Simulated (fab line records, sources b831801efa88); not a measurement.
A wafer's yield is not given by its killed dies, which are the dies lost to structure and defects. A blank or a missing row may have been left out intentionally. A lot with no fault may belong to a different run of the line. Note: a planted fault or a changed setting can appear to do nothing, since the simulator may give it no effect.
Problem report in the 8D (eight disciplines) form, filled by code || flow sky130 || the parts of the form that need people (team, actions taken, sign-off) are left out

1. PROBLEM STATEMENT
killed_at_contacts at SKY_PAD_OPEN_PROBE_99 reads a mean of 54 on 1 wafer of 1 lot; wafers without a fault read 25 with a standard deviation of 5.7. That puts it +5.1 standard deviations away from the usual mean.
Earliest sighting: wafer L214.2 on prober-02 at day 50 01:06. The record holds 3 wafers of 1 lot with a number at this step. Rule for "out" (also "out of limits"): further than 4 standard deviations from the usual mean. All remaining wafers that have a number are taken as sound.

2. WHAT IT IS, WHAT IT ISN'T
{"question": "which readings at this step", "is": "killed_at_contacts", "is not": "killed_at_M0_to_M3, killed_at_M4_up, killed_at_front_end, killed_open, killed_short"}
{"question": "which lots", "is": "L214", "is not": "-"}
{"question": "which wafers of those lots", "is": "L214.2", "is not": "L214.4, L214.5"}
{"question": "read on which tools", "is": "prober-02", "is not": "-"}
{"question": "when", "is": "from day 50 01:06", "is not": "up to then (0 sound wafers); but 2 sound wafers of L214 came after"}

3. WHAT RULES OUT EACH SUSPECT
Counting: any tool at a process step up to the reading remains a suspect provided it ran every lot that is out. Sound lots after the first of them don't rule it out here, since some wafers of a struck lot are sound.
- rie_diel-01 at SKY_LI_CONTACT_ETCH_15 (etches PSG in C4F8/O2/Ar, stops on Si, target depth 600 nm): kept. It ran the lot that is out, L214 (day 34 21:01).
- prober-02 at SKY_PAD_OPEN_PROBE_99: kept. It ran the lot that is out, L214 (day 50 01:06). Out on those wafers are its own readings of killed_at_contacts.
- At SKY_LI_CONTACT_ETCH_15, inside rie_diel-01: chamber 1 took the wafers that are out, while their sound lot-mates went through chambers 2, 3.
Left after counting: rie_diel-01 at SKY_LI_CONTACT_ETCH_15, prober-02 at SKY_PAD_OPEN_PROBE_99.

4. THE CAUSE (what the simulator had put in)
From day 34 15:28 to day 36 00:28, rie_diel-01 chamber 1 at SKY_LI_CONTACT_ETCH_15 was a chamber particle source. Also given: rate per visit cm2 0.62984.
After counting, 2 suspects remain, this tool included.

5. THE CHAIN OF EFFECTS, in route order
One row per reading whose mean, taken over the struck wafers that have a number, lies over 3 standard deviations from the usual. Only readings for which the record gives a usual standard deviation are gone through. hours: the time from each lot's start at the first step in this table that gives one to its start at this step, as a median over the lots. sigmas: the change in usual standard deviations.
{"hours": 0, "step": "SKY_PAD_OPEN_PROBE_99", "reading": "killed_at_contacts", "usual": 25, "on struck wafers": 54, "change": "+29", "sigmas": "+5.1"}
Here are the process steps it includes:
- SKY_PAD_OPEN_PROBE_99

6. HOW IT WOULD HAVE BEEN CAUGHT EARLIER
370 hours passed between the start of the fault at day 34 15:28 and the first reading out of limits in this record, taken at day 50 01:06.
Tool readings at SKY_LI_CONTACT_ETCH_15 with a usual standard deviation given in the record: none out on any struck wafer, hence no alarm at a limit of 4 standard deviations on them.
By day 50 01:06, every lot that is out (1) had started SKY_LI_CONTACT_ETCH_15 on rie_diel-01. None of them would have been spared by holding the tool at that moment.
